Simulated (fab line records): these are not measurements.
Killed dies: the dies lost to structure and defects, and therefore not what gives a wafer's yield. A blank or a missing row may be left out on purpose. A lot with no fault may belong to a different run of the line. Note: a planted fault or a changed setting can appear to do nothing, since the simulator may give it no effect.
Chamber matching / flow sfq_line / 4 sister chambers for SFQ_TRILAYER_I6_VIA_ETCH_VIA_ETCH_172 on rie_diel-04
The step etches SiO2 in CHF3, stops on Nb, target depth 260 nm. 14 wafers are shown with their chamber, then 7 later ones without.

## WAFERS PAIRED WITH THEIR CHAMBERS
wafer=L853.3; chamber=1; oes_product_au (a.u.)=0.855
wafer=L853.4; chamber=0; oes_product_au (a.u.)=0.862
wafer=L853.6; chamber=3; oes_product_au (a.u.)=0.858
wafer=L859.2; chamber=2; oes_product_au (a.u.)=0.849
wafer=L859.4; chamber=2; oes_product_au (a.u.)=0.853
wafer=L859.5; chamber=1; oes_product_au (a.u.)=0.855
wafer=L867.1; chamber=0; oes_product_au (a.u.)=0.853
wafer=L867.3; chamber=2; oes_product_au (a.u.)=0.850
wafer=L867.4; chamber=1; oes_product_au (a.u.)=0.858
wafer=L869.1; chamber=2; oes_product_au (a.u.)=0.859
wafer=L869.2; chamber=1; oes_product_au (a.u.)=0.846
wafer=L869.6; chamber=1; oes_product_au (a.u.)=0.852
wafer=L871.2; chamber=2; oes_product_au (a.u.)=0.861
wafer=L871.4; chamber=0; oes_product_au (a.u.)=0.855

SIGNATURES (means of the wafers above)
reading=oes_product_au; chamber 0=0.85667; chamber 1=0.85320; chamber 2=0.85440; chamber 3=0.85800; scatter within a chamber=0.00493
Rule: for a wafer and a chamber, the distance is found by dividing, reading by reading, the gap between the wafer's reading and the chamber's mean by the reading's scatter, squaring, summing and taking the root. The wafer belongs to the nearest chamber; if the next one is less than 2 further off, it can't be placed. The scatter is the square root of a quotient: the sum, over the shown wafers, of each reading's squared deviation from its chamber's mean, divided by wafers minus chambers.

## WAFERS MISSING THEIR CHAMBER
wafer=L871.5; oes_product_au (a.u.)=0.852
wafer=L873.1; oes_product_au (a.u.)=0.853
wafer=L873.5; oes_product_au (a.u.)=0.851
wafer=L873.6; oes_product_au (a.u.)=0.857
wafer=L876.1; oes_product_au (a.u.)=0.860
wafer=L876.3; oes_product_au (a.u.)=0.855
wafer=L876.5; oes_product_au (a.u.)=0.863

## WHICH CHAMBER EACH ONE RAN IN
wafer=L871.5; from the rows above=can't be placed: 1 or 2 or 0 or 3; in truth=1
wafer=L873.1; from the rows above=can't be placed: 1 or 2 or 0 or 3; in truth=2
wafer=L873.5; from the rows above=can't be placed: 1 or 2 or 0 or 3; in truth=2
wafer=L873.6; from the rows above=can't be placed: 0 or 3 or 2 or 1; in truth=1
wafer=L876.1; from the rows above=can't be placed: 3 or 0 or 2 or 1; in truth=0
wafer=L876.3; from the rows above=can't be placed: 2 or 0 or 1 or 3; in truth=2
wafer=L876.5; from the rows above=can't be placed: 3 or 0 or 2 or 1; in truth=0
0 of 7 placed correctly. Not placeable from these rows: 7 (in 7, the candidates include the true chamber). Wrongly placed: 0.
